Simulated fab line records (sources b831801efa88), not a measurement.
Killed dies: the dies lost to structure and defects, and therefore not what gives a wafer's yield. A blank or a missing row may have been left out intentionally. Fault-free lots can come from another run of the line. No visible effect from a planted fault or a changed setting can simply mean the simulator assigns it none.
fab line records -- flow sky130
[record] lots = 7, wafers = 21, last-day = 50
route steps=708 shown VT_ADJUST_LVTN@101
lots untouched by any fault: they come from a run of this same line in which no faults occurred
start-h: hours from the record's opening day to when the first of the lot's shown wafers began -- wait-h: how many hours have passed since the lot's step before this one -- " same as the row above -- L1.1+2: a row that stands for several wafers -- - value missing, or start not given -- * or withheld: withheld -- < > ~ a bound
route shown NAME@n: names a module that has steps shown in the file, with the first one's number in the route -- usual: the fault-free wafers' mean and standard deviation -- same: alike in all rows -- chamber/n: place in a boat -- sites: the reading at each site -- _std_site: standard deviation of those values -- _edge_site: inner sites' mean taken away from outer sites' mean -- radius-mm: how far each site lies from the wafer's centre -- mask NAME#n: copy n -- behind: the most recent tool/chamber to have shaped the wafer -- hold: reason for holding the lot/hours on hold/outcome of the hold -- device: whichever transistor did not switch (one of n, p or np) -- end of line: the tests these same wafers got at the end of their route -- where a step has no rows: the recipe by itself -- killed: not the wafer's yield, but the dies lost to structure and defects at the first sort -- map: per-die view of a wafer (x killed, . not killed, _ where there is no die)
set.NAME: the setting as run; set.NAME@STEP: as run at that earlier step -- model.NAME: the simulator's own value behind a step, which no gauge read
lots seen at some steps along the route; tables by step, rows by wafer
services: a tool's chamber out of use, with start hour (start-h, from the record's first day; less than 0 if before it), hours out, and reason
[[steps]]
[step SKY_VT_ADJUST_LVTN_EXPOSE_04]
[recipe] mask-id = NWM_COMPLEMENT_LESS_NATIVE, na = 0.6, source-shape = conventional, sigma-outer = 0.6, polarization = unpolarized, target-cd-nm = 840, dose-mj = 194
[step SKY_VT_ADJUST_LVTN_PEB_05]
[recipe] temp-c = 115, time-s = withheld
[step SKY_VT_ADJUST_LVTN_DEVELOP_06]
[recipe] wall-angle-deg = 90, developer = TMAH, develop-time-s = 60, dev-temp-c = 23
[step SKY_VT_ADJUST_LVTN_OVL_MEAS_07]
[usual] VT_ADJUST_LVTN_OVL = -1.3/1.3
lot.wafer,tool,chamber,start-h,wait-h,VT_ADJUST_LVTN_OVL[nm]
L647.2,overlay-01,-,144.40,-,-2.9
L647.5,overlay-01,-,144.40,-,-1.9
L647.6,overlay-01,-,144.40,-,-2.9
L652.1,overlay-01,-,175.65,-,-3.6
L652.3,overlay-01,-,175.65,-,-2.7
L652.5,overlay-01,-,175.65,-,-3.5
L660.1,overlay-02,-,234.50,-,0.1
L660.2,overlay-02,-,234.50,-,-0.2
L660.5,overlay-02,-,234.50,-,-0.1
L661.1,overlay-01,-,237.08,-,-3.6
L661.4,overlay-01,-,237.08,-,-2.5
L661.5,overlay-01,-,237.08,-,-3.0
L662.1,overlay-02,-,242.75,-,-1.5
L662.5,overlay-02,-,242.75,-,-1.6
L662.6,overlay-02,-,242.75,-,-1.8
L666.2,overlay-01,-,271.33,-,-1.8
L666.4,overlay-01,-,271.33,-,-1.9
L666.5,overlay-01,-,271.33,-,0.8
L670.1,overlay-01,-,296.74,-,-0.1
L670.4,overlay-01,-,296.74,-,-0.3
L670.6,overlay-01,-,296.74,-,0.6
[step SKY_VT_ADJUST_LVTN_IMPLANT_08]
[recipe] species = B, energy-kev = 29.72, dose-cm2 = 1.57e+12, tilt-deg = withheld
[step SKY_VT_ADJUST_LVTN_STRIP_09]
[recipe] chemistry = O2/N2, power-w = 1400, pressure-mtorr = 1500, platen-temp-c = withheld, o2-flow-sccm = 3000, n2-flow-sccm = 300, overash-fraction = 0.5
[usual] drypump-motor-current-A = 5.8/0.69, n2-flow-sccm = 300.0/0.85, oes-product-au = 0.722/0.0044, strip-time-to-endpoint-s = 36.94/0.11
lot.wafer,tool,chamber,start-h,wait-h,drypump-motor-current-A,n2-flow-sccm,oes-product-au,rf-hours-counter-h,strip-time-to-endpoint-s
L647.2,plasma-asher-04,0,144.58,0.1,6.4,299.6,0.718,28,36.98
L647.5,plasma-asher-04,0,144.58,0.1,6.4,299.6,0.726,-,36.99
L647.6,plasma-asher-04,1,144.58,0.1,6.2,299.9,0.724,-,36.93
L652.1,plasma-asher-01,1,175.83,0.1,5.1,299.9,0.717,7,36.94
L652.3,plasma-asher-01,1,175.83,0.1,5.0,300.3,0.720,-,36.91
L652.5,plasma-asher-01,1,175.83,0.1,5.1,300.1,0.722,-,37.00
L660.1,plasma-asher-02,0,234.69,0.1,6.1,300.8,0.718,58,36.81
L660.2,plasma-asher-02,1,234.69,0.1,4.8,301.3,0.727,58,36.88
L660.5,plasma-asher-02,0,234.69,0.1,6.1,300.4,0.721,-,36.83
L661.1,plasma-asher-02,0,237.26,0.1,6.1,299.7,0.728,58,37.00
L661.4,plasma-asher-02,1,237.26,0.1,4.8,299.7,0.723,-,36.95
L661.5,plasma-asher-02,0,237.26,0.1,6.1,301.7,0.725,-,36.92
L662.1,plasma-asher-01,1,242.93,0.1,5.0,300.1,0.730,13,37.01
L662.5,plasma-asher-01,1,242.93,0.1,5.0,301.8,0.721,-,36.87
L662.6,plasma-asher-01,0,242.93,0.1,6.5,301.4,0.722,-,36.97
L666.2,plasma-asher-04,0,271.51,0.1,6.4,301.7,0.723,39,37.12
L666.4,plasma-asher-04,0,271.51,0.1,6.4,301.0,0.721,-,37.09
L666.5,plasma-asher-04,0,271.51,0.1,6.4,301.4,0.732,-,37.29
L670.1,plasma-asher-04,1,296.93,0.1,6.2,300.5,0.723,41,36.89
L670.4,plasma-asher-04,1,296.93,0.1,6.2,299.4,0.724,-,36.86
L670.6,plasma-asher-04,1,296.93,0.1,6.2,299.8,0.725,-,36.84
[step SKY_VT_ADJUST_LVTN_TW_MEAS_10]
[usual] VT_ADJUST_LVTN_TW = 239.7/2.1
lot.wafer,tool,chamber,start-h,wait-h,VT_ADJUST_LVTN_TW
L647.2,film-metro-02,-,144.69,0.1,238.8
L647.5,film-metro-02,-,144.69,0.1,237.6
L647.6,film-metro-02,-,144.69,0.1,237.9
L652.1,film-metro-04,-,175.93,0.1,244.2
L652.3,film-metro-04,-,175.93,0.1,242.0
L652.5,film-metro-04,-,175.93,0.1,241.7
L660.1,film-metro-02,-,234.79,0.1,238.3
L660.2,film-metro-02,-,234.79,0.1,237.9
L660.5,film-metro-02,-,234.79,0.1,237.6
L661.1,film-metro-02,-,237.36,0.1,240.4
L661.4,film-metro-02,-,237.36,0.1,240.4
L661.5,film-metro-02,-,237.36,0.1,239.0
L662.1,film-metro-04,-,243.03,0.1,244.2
L662.5,film-metro-04,-,243.03,0.1,242.5
L662.6,film-metro-04,-,243.03,0.1,244.0
L666.2,film-metro-02,-,271.62,0.1,239.5
L666.4,film-metro-02,-,271.62,0.1,238.4
L666.5,film-metro-02,-,271.62,0.1,238.5
L670.1,film-metro-02,-,297.03,0.1,238.7
L670.4,film-metro-02,-,297.03,0.1,238.2
L670.6,film-metro-02,-,297.03,0.1,238.7
[step SKY_VT_ADJUST_LVTN_DEHYDRATE_11]
[recipe] temp-c = 200, time-s = 60
[step SKY_VT_ADJUST_LVTN_HMDS_12]
[recipe] prime-time-s = 60, prime-temp-c = 120
[step SKY_VT_ADJUST_LVTN_COAT_13]
[recipe] resist = NOVOLAK, spin-rpm = 3000, resist-thk-nm = 1140
[step SKY_VT_ADJUST_LVTN_SOFTBAKE_14]
[recipe] temp-c = 90, time-s = 60, resist = NOVOLAK
[step SKY_VT_ADJUST_LVTN_EXPOSE_15]
[recipe] mask-id = HVN_STD_DERIVED, na = 0.6, source-shape = conventional, sigma-outer = 0.6, polarization = unpolarized, target-cd-nm = 600, dose-mj = 163
[step SKY_VT_ADJUST_LVTN_PEB_16]
[recipe] temp-c = withheld, time-s = *, resist = NOVOLAK
[usual] chill-plate-temp-C = *, exhaust-pa = 45.1/0.81
lot.wafer,tool,chamber,start-h,wait-h,chill-plate-temp-C,exhaust-pa
L647.2,litho-track-02,0,163.33,-,*,43.9
L647.5,litho-track-02,0,163.33,-,*,45.4
L647.6,litho-track-02,0,163.33,-,*,44.7
L652.1,litho-track-04,0,196.23,-,*,45.7
L652.3,litho-track-04,0,196.23,-,*,45.5
L652.5,litho-track-04,0,196.23,-,*,45.0
L660.1,litho-track-03,-,257.79,-,-,-
L660.2,litho-track-03,-,257.79,-,-,-
L660.5,litho-track-03,-,257.79,-,-,-
L661.1,litho-track-03,-,259.99,-,-,-
L661.4,litho-track-03,-,259.99,-,-,-
L661.5,litho-track-03,-,259.99,-,-,-
L662.1,litho-track-02,-,265.45,-,-,-
L662.5,litho-track-02,-,265.45,-,-,-
L662.6,litho-track-02,-,265.45,-,-,-
L666.2,litho-track-03,0,296.12,-,*,45.8
L666.4,litho-track-03,0,296.12,-,*,47.1
L666.5,litho-track-03,0,296.12,-,*,44.9
L670.1,litho-track-04,0,321.88,-,*,45.4
L670.4,litho-track-04,0,321.88,-,*,44.4
L670.6,litho-track-04,0,321.88,-,*,45.3
[step SKY_VT_ADJUST_LVTN_DEVELOP_17]
[recipe] resist = NOVOLAK, developer = TMAH, develop-time-s = 60, dev-temp-c = 23
[[services]]
tool,chamber,start-h,hours,kind
plasma-asher-02,-,127.18,10.7,repair
plasma-asher-04,-,213.94,14.6,pm
plasma-asher-04,-,307.60,28.1,pm
[[key]]
[first-sign] step = SKY_VT_ADJUST_LVTN_PEB_16, reading = tool-record, direction = missing
effect none on later readings
met-at SKY_VT_ADJUST_LVTN_PEB_16
struck-wafers L660.1,L660.2,L660.5,L661.1,L661.4,L661.5,L662.1,L662.5,L662.6
sort-left-out L660.1,L660.2,L660.5,L661.1,L661.4,L661.5,L662.1,L662.5,L662.6
tester-left-out L660,L661,L662
onset-between 163.33 257.79
[fault] kind = skipped-step-whole, tool = litho-track-02,litho-track-03, chamber = -, onset-h = 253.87, steps = SKY_VT_ADJUST_LVTN_PEB_16, scope = struck-lots-only
// tester-left-out: of these lots the tester's yield and bins aren't shown, on N5 and GAA mostly nor the transistor test; their killed dies are dies lost to structure and defects alone, not to doping, threshold or leakage, so they don't give the yield
// sort-left-out: the simulated sort isn't trusted on such a fault, so these wafers' sort isn't shown, and their yield isn't known
